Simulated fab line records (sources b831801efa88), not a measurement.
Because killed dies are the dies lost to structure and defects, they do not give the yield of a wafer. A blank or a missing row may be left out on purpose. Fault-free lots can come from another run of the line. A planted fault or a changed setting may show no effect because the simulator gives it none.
Struck lot and sound lot, side by side | flow gf180mcu | 27 steps out of a route of 602
Sound: these wafers, L324.1, L324.2, L324.4. Wafers struck: L332.1, L332.4, L332.5. At the end, the cause is stated.
Order at every step that has rows: each side's tool, ch and its chambers, its first start. Under that, the readings that differ: sound wafers | struck wafers | difference of the means | sigmas: that difference in standard deviations of wafers without a fault.
alike: a reading whose means differ by less than 2 such deviations, as well as words and numbers matching on both sides. not compared: withheld readings; readings where some wafer has no value; bounds like >300 that might hide an equal value; numbers whose values overlap and for which the record gives no deviation.
The two part at a step that has a row with sigmas, a row that says differs or no value, or rows on one side only. Non-overlapping numbers with no deviation appear without sigmas and do not part them. A reading missing from all wafers of one side parts the sides only when that side holds two or more wafers.

GF_DNWELL_STRIP_08: strips in O2/N2.
  sound on plasmaAsher-04 ch 0,1, day 4 03:47; struck on plasmaAsher-04 ch 0,1, day 6 01:34
  alike: drypumpMotorCurrentA, heaterPowerW, oesProductAu, stripTimeToEndpointS
  not compared: rfHoursCounterH
GF_DNWELL_TW_MEAS_09:
  sound: filmMetro-04 at day 4 03:53; struck: filmMetro-04 at day 6 01:40
reading   | sound          | struck         | difference | sigmas
DNWELL_TW | 1339 1347 1344 | 1370 1375 1369 | +28        | +3
then, 7 steps without rows for these wafers: GF_NWELL_DEHYDRATE_00 (time 60 s); GF_NWELL_HMDS_01 (prime time 60 s); GF_NWELL_COAT_02 (resist thk 3000 nm); GF_NWELL_SOFTBAKE_03; GF_NWELL_EXPOSE_04 (exposes mask Nwell, target cd 860 nm); GF_NWELL_PEB_05; GF_NWELL_DEVELOP_06 (develop time 60 s).
GF_NWELL_OVL_MEAS_07:
  sound: overlay-01 at day 4 17:40; struck: overlay-01 at day 6 16:45
  alike: NWELL_OVL
then, 2 steps without rows for these wafers: GF_NWELL_IMPLANT_08; GF_NWELL_IMPLANT_09.
GF_NWELL_STRIP_10: strips in O2/N2.
  sound on plasmaAsher-04 ch 0,1, day 4 18:00; struck on plasmaAsher-02 ch 0,1, day 6 17:05
reading                                | sound             | struck            | difference                    | sigmas
oesProductAu (a.u.)                    | 0.724 0.719 0.725 | 0.938 0.939 0.938 | +0.216                        | +46
stripTimeToEndpointS (s)               | 36.74 36.97 36.94 | - - -             | no value on the struck wafers | 
model.coat_of_NWELL_COAT_02.thkNm (nm) | 0 0 0             | 1491 1492 1489    | +1491                         | 
  alike: drypumpMotorCurrentA, heaterPowerW
  not compared: rfHoursCounterH
GF_NWELL_TW_MEAS_11:
  sound: filmMetro-01 at day 4 18:06; struck: filmMetro-03 at day 6 17:11
  alike: NWELL_TW
then, 7 steps without rows for these wafers: GF_LVPWELL_DEHYDRATE_00 (time 60 s); GF_LVPWELL_HMDS_01 (prime time 60 s); GF_LVPWELL_COAT_02 (resist thk 3000 nm); GF_LVPWELL_SOFTBAKE_03; GF_LVPWELL_EXPOSE_04 (exposes mask LVPWELL, target cd 600 nm); GF_LVPWELL_PEB_05; GF_LVPWELL_DEVELOP_06 (develop time 60 s).
GF_LVPWELL_OVL_MEAS_07:
  sound: overlay-01 at day 5 08:10; struck: overlay-02 at day 7 08:44
  alike: LVPWELL_OVL
then, 2 steps without rows for these wafers: GF_LVPWELL_IMPLANT_08; GF_LVPWELL_IMPLANT_09.
GF_LVPWELL_STRIP_10: strips in O2/N2.
  sound on plasmaAsher-01 ch 0,1, day 5 08:30; struck on plasmaAsher-01 ch 0,1, day 7 09:04
reading                  | sound             | struck            | difference | sigmas
oesProductAu (a.u.)      | 0.725 0.721 0.713 | 0.729 0.738 0.731 | +0.013     | +3
stripTimeToEndpointS (s) | 37.19 37.28 37.22 | 58.95 59.05 58.94 | +21.75     | +99 or more
  alike: drypumpMotorCurrentA, heaterPowerW
  not compared: rfHoursCounterH
GF_LVPWELL_TW_MEAS_11:
  sound: filmMetro-03 at day 5 08:36; struck: filmMetro-01 at day 7 09:10
reading    | sound       | struck   | difference | sigmas
LVPWELL_TW | 561 558 557 | 30 30 30 | -529       | -99 or more
then, 1 step without rows for these wafers: GF_MVSD_DEHYDRATE_00 (time 60 s).

## WHERE THEY PART
First at GF_DNWELL_TW_MEAS_09; last, within this record, at GF_LVPWELL_TW_MEAS_11.

WHY: whatever the simulator had introduced
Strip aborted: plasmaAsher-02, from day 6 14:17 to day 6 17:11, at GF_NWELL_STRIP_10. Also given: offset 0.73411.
